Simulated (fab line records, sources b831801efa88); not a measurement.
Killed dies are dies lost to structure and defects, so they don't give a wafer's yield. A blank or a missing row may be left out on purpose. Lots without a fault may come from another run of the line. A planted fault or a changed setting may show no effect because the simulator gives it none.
Problem report in the 8D (eight disciplines) form, filled by code | flow gf180mcu | the parts of the form that need people (team, actions taken, sign-off) are left out

1. THE PROBLEM
V4_W_RS at GF_V4_RS_MEAS_24 reads a mean of 0.373 ohm/sq on 2 wafers of 2 lots; wafers without a fault read 0.332 ohm/sq with a standard deviation of 0.0042. That is +9.9 standard deviations from the usual mean.
The step: measures by four-point-probe.
First seen on wafer L388.3, day 30 02:29, on film_metro-04. The record holds 30 wafers of 10 lots with a number at this step. Rule for "out", or "out of limits": more than 4 standard deviations from the usual mean. The other wafers with a number count as sound.

2. WHAT IT IS AND WHAT IT IS NOT
question                    | is                           | is not
which readings at this step | V4_W_RS                      | -
which lots                  | L388, L391                   | L377, L380, L381, L382, L383, L384, L390, L395
which wafers of those lots  | L388.3, L391.5               | L388.2, L388.4, L391.1, L391.2
read on which gauges        | film_metro-03, film_metro-04 | film_metro-02
when                        | from day 30 02:29            | up to then (20 sound wafers); but 8 sound wafers of L390, L391, L395 came after

3. SUSPECTS, AND WHAT RULES EACH OUT
Counting: a tool at a process step up to the reading stays a suspect if it ran every lot that is out. Sound lots after the first of them don't rule it out here, since some wafers of a struck lot are sound.
- the gauge at GF_V4_RS_MEAS_24: ruled out. The wafers that are out were read on 2 gauges (film_metro-03, film_metro-04).
- cvd_w-02 at GF_V4_CVD_23 (deposits W, target thk 350 nm, time 104.9 s): kept. It ran every lot that is out, first L388 (day 30 02:14); its last sound lot up to then is L384 (day 28 23:08).
Left after counting: cvd_w-02 at GF_V4_CVD_23.

4. THE CAUSE (what the simulator had put in)
Process parameter drift: cvd_w-02, from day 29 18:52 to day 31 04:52, at GF_V4_CVD_23. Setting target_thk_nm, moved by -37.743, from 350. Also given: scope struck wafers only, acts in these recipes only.
Counting left only this tool.

5. THE CHAIN OF EFFECTS, in route order
Each row: a reading whose mean over the struck wafers that have a number lies more than 3 standard deviations from the usual. Only readings for which the record gives a usual standard deviation are gone through. hours: the time from each lot's start at the first step in this table that gives one to its start at this step, as a median over the lots. sigmas: the change in usual standard deviations.
hours | step              | reading  | usual        | on struck wafers | change | sigmas
0     | GF_V4_RS_MEAS_24  | V4_W_RS  | 0.332 ohm/sq | 0.373            | +0.041 | +9.9
0     | GF_V4_THK_MEAS_25 | V4_W_THK | 331 nm       | 298              | -33    | -6.5
Later measuring or inspecting steps at which every struck wafer that the step has a row for has a number for every such reading, and none has moved that far: GF_MIM_THK_MEAS_06.

6. WHAT WOULD HAVE CAUGHT IT SOONER
In this record the first reading out of limits at a measuring or inspecting step was taken at day 30 02:29, 8 hours after the fault began at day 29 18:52.
Of the tool readings at GF_V4_CVD_23 for which the record gives a usual standard deviation, none was out on any struck wafer, so an alarm limit of 4 standard deviations on them would not have fired.
Of the lots that are out (2), L391 began GF_V4_CVD_23 on cvd_w-02 after day 30 02:29. A hold on the tool at that time would have spared it.
